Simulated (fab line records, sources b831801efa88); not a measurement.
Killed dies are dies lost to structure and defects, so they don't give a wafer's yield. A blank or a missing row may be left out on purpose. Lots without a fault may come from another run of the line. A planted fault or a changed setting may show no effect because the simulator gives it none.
One fault seen from 2 desks | flow gf180mcu | each desk has only its own numbers; what lay behind them comes last

THE METROLOGY DESK
What the gauges read, lot by lot, whatever tool the lot ran on: means of the sampled wafers that have a number. A lot is out of limits, marked OUT, if its mean lies more than 4 standard deviations from the usual mean; the brackets give that distance.
Columns: A = TOP_METAL_ALCU_RS at GF_TOP_METAL_RS_MEAS_05, usual 0.0328 ohm/sq; B = TOP_METAL_ALCU_THK at GF_TOP_METAL_THK_MEAS_06, usual 906 nm; C = cd_nm at GF_TOP_METAL_CD_MEAS_14, usual 439.9 nm; D = TOP_METAL_OVL at GF_TOP_METAL_OVL_MEAS_15, usual -0.3 nm
lot  | first seen here | A      | B   | C     | D
L206 | day 28 03:56    | 0.0331 | 898 | 437.6 | 0.5
L208 | day 28 22:04    | 0.0334 | 893 | 443.1 | -1.2
L213 | day 30 15:30    | 0.0327 | 909 | 437.4 | -0.8
L215 | day 31 08:46    | 0.0321 | 922 | 439.9 | 1.0
L216 | day 31 11:58    | 0.0330 | 897 | 440.0 | -0.5
L221 | day 33 01:04    | 0.0329 | 902 | 441.7 | 1.5
L225 | day 33 13:56    | 0.0329 | 906 | 439.4 | 0.8
This desk's finding: nothing out of limits on any of the 7 lots.

THE TOOL OWNER'S DESK: rie_metal-01
The tool's own readings at GF_TOP_METAL_METAL_ETCH_16 (etches the open film in Cl2/BCl3, stops on SiO2, target depth 1077.5 nm, time 179.6 s): means of the sampled wafers that have a number, for each lot that ran on this tool. A lot is out of limits, marked OUT, if its mean lies more than 4 standard deviations from the usual mean; the brackets give that distance.
Columns: A = chamber_pressure_mTorr at GF_TOP_METAL_METAL_ETCH_16, usual 8.000 mTorr; B = drypump_motor_current_A at GF_TOP_METAL_METAL_ETCH_16, usual 5.7 A; C = oes_product_au at GF_TOP_METAL_METAL_ETCH_16, usual 0.965 a.u.; D = throttle_valve_pct at GF_TOP_METAL_METAL_ETCH_16, usual 28.259 %
lot  | first seen here | A                       | B   | C     | D
L208 | day 29 17:39    | 7.997                   | 6.0 | 0.954 | 28.269
L213 | day 31 09:23    | 9.593 (+99 or more) OUT | 5.0 | 0.966 | 28.261
L215 | day 32 02:47    | 9.060 (+99 or more) OUT | 5.4 | 0.977 | 28.250
L216 | day 32 04:51    | 8.536 (+72) OUT         | 5.7 | 0.963 | 28.265
This desk's finding: out of limits on L213, L215, L216; first on L213, day 31 09:23 (chamber_pressure_mTorr at GF_TOP_METAL_METAL_ETCH_16). In limits: L208.

PUT TOGETHER
The tool owner's desk could have raised an alarm at day 31 09:23, on L213, L215, L216.
The metrology desk saw nothing out of limits.
The metrology desk has L213, L215, L216 on record, within its limits.
Of the lots named, all ran GF_TOP_METAL_METAL_ETCH_16 on rie_metal-01.

WHAT THE SIMULATOR HAD PUT IN
Process parameter drift: rie_metal-01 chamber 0, from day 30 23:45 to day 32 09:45, at GF_TOP_METAL_METAL_ETCH_16. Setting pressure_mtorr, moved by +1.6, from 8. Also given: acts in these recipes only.
Lots struck among those shown: L213, L215, L216.
Hours from the fault's start to each desk's first reading out of limits: the tool owner's desk, 10.
